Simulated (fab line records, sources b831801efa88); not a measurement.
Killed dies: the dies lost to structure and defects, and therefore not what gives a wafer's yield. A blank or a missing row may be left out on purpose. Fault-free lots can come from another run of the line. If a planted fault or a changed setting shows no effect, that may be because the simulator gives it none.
2 desks, one fault -- flow sky130 -- numbers are kept per desk, each desk with only its own; the story behind them comes last

METROLOGY DESK
Lot by lot, what the gauges showed, no matter which tool ran the lot: averages of those sampled wafers that carry a number. Any lot whose mean is over 4 standard deviations away from the usual mean is out of limits and marked OUT; that distance is given in the brackets.
Columns: A = METAL1_OVL at SKY_METAL1_OVL_MEAS_16, usual -5 nm; B = VIA1_OVL at SKY_VIA1_OVL_MEAS_13, usual 1 nm; C = CAPM_TIN_RS at SKY_CAPM_RS_MEAS_03, usual 6.90 ohm/sq; D = CAPM_TIN_THK at SKY_CAPM_THK_MEAS_04, usual 201.8 nm
lot,first seen here,A,B,C,D
L782,day 32 17:37,-3,1,6.88,200.5
L783,day 33 01:56,-12,-4,6.99,198.3
L786,day 34 16:39,-16,5,6.86,203.0
L790,day 35 23:04,2,8,6.89,202.1
L789,day 36 05:21,-8,-1,6.75,206.6
L792,day 36 06:14,6,-7,6.61,210.2
L794,day 37 00:55,-2,0,6.84,205.0
L798,day 38 05:26,-4,0,6.78,205.3
L803,day 39 09:04,4,1,6.92,200.9
L804,day 39 17:11,-5,1,6.95,200.0
L805,day 39 19:46,-1,5,6.94,199.6
This desk's verdict: no lot among the 11 shows anything out of limits.

FOR THE TOOL OWNER'S DESK: pvdSputter-01
The tool's own readings at SKY_CAPM_SPUTTER_02 (material TiN, target thk 200 nm, time 166.7 s): means of the sampled wafers that have a number, for each lot that ran on this tool. Any lot whose mean is over 4 standard deviations away from the usual mean is out of limits and marked OUT; that distance is given in the brackets.
Columns: A = chamberPressurePa at SKY_CAPM_SPUTTER_02, usual 0.4000 Pa; B = throttleValvePct at SKY_CAPM_SPUTTER_02, usual 30.4 %
lot,first seen here,A,B
L782,day 36 07:13,0.4001,30.1
L783,day 36 15:18,0.4003,29.5
L790,day 39 10:47,0.4002,29.9
L789,day 39 16:20,0.3162 (-99 or more) OUT,34.8 (+5.0) OUT
L792,day 39 17:31,0.3162 (-99 or more) OUT,34.5 (+4.7) OUT
This desk finds L789, L792 out of limits, L789 being first, at day 39 16:20 (chamberPressurePa at SKY_CAPM_SPUTTER_02). L782, L783, L790: within limits.

BROUGHT TOGETHER
On L789, L792, at day 39 16:20, an alarm was possible from the tool owner's desk.
The metrology desk saw nothing out of limits.
The metrology desk has L789, L792 on record, within its limits.
All the named lots went through SKY_CAPM_SPUTTER_02 on pvdSputter-01.

WHAT HAD BEEN PUT IN BY THE SIMULATOR
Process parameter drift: pvdSputter-01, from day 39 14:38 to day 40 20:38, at SKY_CAPM_SPUTTER_02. From 0.4, the setting chamberPressurePa moved by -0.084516. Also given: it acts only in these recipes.
Struck lots among those shown: L789, L792.
How many hours passed from the start of the fault until each desk's first out-of-limits reading: the tool owner's desk, 2.
